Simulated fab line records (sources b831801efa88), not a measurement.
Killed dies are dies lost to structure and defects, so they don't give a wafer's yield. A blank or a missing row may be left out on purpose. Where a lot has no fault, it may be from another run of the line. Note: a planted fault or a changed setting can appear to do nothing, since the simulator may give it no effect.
The same fault as seen by 2 desks / flow gf180mcu / each desk has only its own numbers; what lay behind them comes last

FOR THE TOOL OWNER'S DESK: cvd-w-02
The tool's own readings at GF_CONTACT_CVD_24 (deposits W, target thk 300 nm, time 90.339 s): means of the sampled wafers that have a number, for each lot that ran on this tool. Marked OUT: a lot whose mean sits more than 4 standard deviations from the usual mean, which makes it out of limits; the brackets give that distance.
Columns: A = heater-power-w at GF_CONTACT_CVD_24, usual 908 W
lot=L329; first seen here=day 16 17:24; A=991
lot=L335; first seen here=day 18 14:49; A=878
lot=L336; first seen here=day 19 02:57; A=891
lot=L344; first seen here=day 23 05:11; A=890
lot=L345; first seen here=day 23 07:16; A=947
lot=L347; first seen here=day 24 04:58; A=874
lot=L348; first seen here=day 24 16:20; A=942
This desk's verdict: no lot among the 7 shows anything out of limits.

METROLOGY DESK
Means of the sampled wafers that have a number, per lot and without regard to the tool the lot ran on: this is what the gauges read. Marked OUT: a lot whose mean sits more than 4 standard deviations from the usual mean, which makes it out of limits; the brackets give that distance.
Columns: A = cd-nm at GF_POLY_GATE_CD_MEAS_10, usual 280.0 nm; B = HV_LDD_03_OVL at GF_HV_LDD_OVL_MEAS_47, usual 0.2 nm; C = CONTACT_W_RS at GF_CONTACT_RS_MEAS_25, usual 0.382 ohm/sq; D = CONTACT_W_THK at GF_CONTACT_THK_MEAS_26, usual 306 nm
lot=L327; first seen here=day 9 01:56; A=279.9; B=0.3; C=0.380; D=309
lot=L329; first seen here=day 9 18:59; A=280.2; B=0.8; C=0.382; D=304
lot=L332; first seen here=day 10 12:38; A=279.6; B=0.2; C=0.382; D=305
lot=L335; first seen here=day 11 06:29; A=279.8; B=1.1; C=0.268 (-25) OUT; D=479 (+39) OUT
lot=L336; first seen here=day 11 17:31; A=278.9; B=1.0; C=0.267 (-25) OUT; D=437 (+30) OUT
lot=L343; first seen here=day 14 11:11; A=278.5; B=1.0; C=0.379; D=310
lot=L344; first seen here=day 15 02:04; A=278.2; B=0.6; C=0.381; D=310
lot=L345; first seen here=day 15 03:52; A=280.6; B=-1.4; C=0.385; D=304
lot=L347; first seen here=day 16 01:59; A=280.9; B=0.1; C=0.384; D=300
lot=L350; first seen here=day 16 11:43; A=281.2; B=0.4; C=0.380; D=308
lot=L348; first seen here=day 16 12:02; A=278.9; B=-1.0; C=0.381; D=308
This desk's finding: out of limits on L335, L336; first on L335, day 18 14:55 (CONTACT_W_RS at GF_CONTACT_RS_MEAS_25). L327, L329, L332, L343, L344, L345, L347, L350, L348 stayed within limits.

BROUGHT TOGETHER
Metrology desk: alarm possible at day 18 14:55 on L335, L336.
The desk of the tool owner found nothing out of limits.
Tool owner's desk: L335, L336 on record, inside its limits.
Of the lots named, all ran GF_CONTACT_CVD_24 on cvd-w-02.

WHAT WAS PUT IN BY THE SIMULATOR
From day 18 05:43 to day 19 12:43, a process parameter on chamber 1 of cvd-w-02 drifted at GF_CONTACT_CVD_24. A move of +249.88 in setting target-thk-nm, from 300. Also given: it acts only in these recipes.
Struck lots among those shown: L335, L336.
Time in hours between the start of the fault and the first out-of-limits reading at each desk: metrology desk, 9.
